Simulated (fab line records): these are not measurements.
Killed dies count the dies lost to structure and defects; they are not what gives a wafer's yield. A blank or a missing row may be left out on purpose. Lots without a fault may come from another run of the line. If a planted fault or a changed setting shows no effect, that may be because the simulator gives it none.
Which tool is to blame?    flow gf180mcu    42 wafers from 14 lots sampled at 3 of the route's 602 steps

## WHAT EACH GAUGE READ, for each wafer
GF_CONTACT_BOW_MEAS_05. Usual: CONTACT_BOW 65 um, standard deviation 7.3.
lot   measured      on             CONTACT_BOW (um)  flag
L878  day 15 04:58  film metro-01  68 57 52          
L879  day 15 09:20  film metro-04  61 60 77          
L881  day 16 04:20  film metro-01  62 68 61          
L882  day 16 17:14  film metro-02  63 66 57          
L885  day 17 19:54  film metro-04  70 66 68          
L891  day 19 22:53  film metro-01  53 75 65          
L893  day 20 11:56  film metro-01  64 65 65          
L894  day 20 23:08  film metro-02  71 63 67          
L895  day 21 08:52  film metro-04  65 64 71          
L896  day 22 07:32  film metro-01  56 71 65          
L898  day 22 18:55  film metro-02  69 62 59          
L899  day 22 23:51  film metro-02  69 73 66          
L900  day 23 03:25  film metro-01  50 55 66          
L901  day 23 10:55  film metro-02  58 65 58          

GF_CONTACT_OVL_MEAS_15. Usual: CONTACT_OVL 4 nm, standard deviation 6.1.
lot   measured      on          CONTACT_OVL (nm)  flag
L878  day 16 02:38  overlay-02  1 10 4            
L879  day 16 07:59  overlay-02  10 10 8           
L881  day 17 03:28  overlay-01  8 2 7             
L882  day 17 15:53  overlay-01  6 4 -3            
L885  day 18 19:44  overlay-02  5 3 2             
L891  day 20 23:28  overlay-01  2 6 9             
L893  day 21 11:31  overlay-02  6 6 0             
L894  day 21 22:34  overlay-01  7 11 12           
L895  day 22 08:19  overlay-02  2 11 8            
L896  day 23 06:17  overlay-01  6 10 3            
L898  day 23 17:48  overlay-02  2 2 2             
L899  day 23 22:20  overlay-01  0 7 5             
L900  day 24 02:22  overlay-02  -4 -5 -2          
L901  day 24 08:50  overlay-02  0 3 6             

GF_CONTACT_RS_MEAS_25: measurement is done with a four-point probe. Usual: CONTACT_W_RS 0.379 ohm/sq, standard deviation 0.0049.
lot   measured      on             CONTACT_W_RS (ohm/sq)  flag
L878  day 16 03:20  film metro-04  0.374 0.370 0.368      
L879  day 16 08:41  film metro-04  0.380 0.385 0.385      
L881  day 17 04:12  film metro-04  0.374 0.378 0.375      
L882  day 17 16:35  film metro-04  0.375 0.372 0.373      
L885  day 18 20:28  film metro-02  0.382 0.391 0.386      
L891  day 21 00:11  film metro-01  0.379 0.373 0.377      
L893  day 21 12:14  film metro-01  0.381 0.387 0.381      
L894  day 21 23:16  film metro-02  0.376 0.381 0.380      
L895  day 22 09:04  film metro-01  0.370 0.375 0.378      
L896  day 23 06:59  film metro-01  0.375 0.373 0.378      
L898  day 23 18:35  film metro-02  0.378 0.376 0.378      
L899  day 23 23:05  film metro-01  0.376 0.382 0.379      
L900  day 24 03:10  film metro-02  0.379 0.388 0.374      
L901  day 24 09:32  film metro-02  0.381 0.380 0.376      

## TOOL THAT RAN EACH LOT (tool first, then ch and the chambers of the sampled wafers, then the start)
The record shows no process step preceding these readings.

## WHAT THE TOOLS THEMSELVES READ (means of the sampled wafers that have a number; where no wafer has one, the mark that the record gives instead)
The record holds no such reading with a usual standard deviation.

## THE ANSWER, worked out from the rows above alone
Rule: take the mean of a lot's wafers that have a number; if it is more than 3 standard deviations from the usual mean, the lot is off. A lot without any number at a reading at which 4 lots or more have one is off too. The other lots that the step has rows for count as sound. First the gauges in route order, then the tools' own readings, where a lot's mean is used as printed above. The first step at which some lot is off is used, and at that step the reading that is off furthest; a lot without a number counts as furthest.
None of the lots is off at any reading shown; this tells nothing.

## WHAT THE SIMULATOR PUT IN
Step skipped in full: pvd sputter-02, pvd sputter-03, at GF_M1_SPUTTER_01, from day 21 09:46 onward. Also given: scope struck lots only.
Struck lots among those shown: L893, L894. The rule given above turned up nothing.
